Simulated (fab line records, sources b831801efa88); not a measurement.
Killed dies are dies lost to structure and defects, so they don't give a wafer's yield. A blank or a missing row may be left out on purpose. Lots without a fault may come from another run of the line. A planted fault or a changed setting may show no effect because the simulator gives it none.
Chamber matching | flow gf180mcu | GF_V1_CVD_02 on pecvd-02: 3 sister chambers
The step deposits SiO2 from TEOS, target thk 850 nm, time 94.851 s. 14 wafers are shown with their chamber, then 7 later ones without.

WAFERS WITH THEIR CHAMBER
wafer  | chamber | heater_power_w (W) | rf_fwd_power_W (W)
L702.3 | 2       | 716                | 594.0
L702.4 | 0       | 614                | 595.4
L702.5 | 1       | 689                | 594.5
L704.2 | 0       | 685                | 592.9
L704.4 | 0       | 717                | 595.0
L704.5 | 1       | 659                | 596.5
L706.1 | 2       | 666                | 595.6
L706.2 | 1       | 676                | 593.6
L706.3 | 0       | 721                | 596.4
L709.1 | 0       | 778                | 596.3
L709.2 | 1       | 573                | 593.4
L709.4 | 1       | 621                | 595.4
L713.1 | 0       | 775                | 597.5
L713.3 | 1       | 585                | 594.2

SIGNATURES (means of the wafers above)
reading        | chamber 0 | chamber 1 | chamber 2 | scatter within a chamber
heater_power_w | 715.00    | 633.83    | 691.00    | 53.7
rf_fwd_power_W | 595.583   | 594.600   | 594.800   | 1.37
Rule: a wafer's distance from a chamber is the root of the sum, over the readings, of the square of ((its reading less the chamber's mean) divided by the reading's scatter). The wafer belongs to the nearest chamber; if the next one is less than 2 further off, it can't be placed. The scatter: the root of (the sum of the squares of (reading less its chamber's mean) over the shown wafers, divided by (wafers less chambers)).

WAFERS WITHOUT THEIR CHAMBER
wafer  | heater_power_w (W) | rf_fwd_power_W (W)
L713.4 | 785                | 597.0
L718.2 | 694                | 595.2
L718.4 | 681                | 598.3
L718.6 | 555                | 594.6
L719.1 | 705                | 595.5
L719.3 | 637                | 598.9
L719.4 | 667                | 600.9

WHICH CHAMBER EACH WENT THROUGH
wafer  | from the rows above          | in truth
L713.4 | can't be placed: 0 or 2 or 1 | 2
L718.2 | can't be placed: 2 or 0 or 1 | 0
L718.4 | can't be placed: 0 or 2 or 1 | 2
L718.6 | can't be placed: 1 or 2 or 0 | 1
L719.1 | can't be placed: 0 or 2 or 1 | 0
L719.3 | can't be placed: 0 or 1 or 2 | 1
L719.4 | can't be placed: 0 or 2 or 1 | 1
Placed correctly: 0 of 7. Can't be placed from these rows: 7 (the true chamber is among the candidates in 7). Placed wrongly: 0.
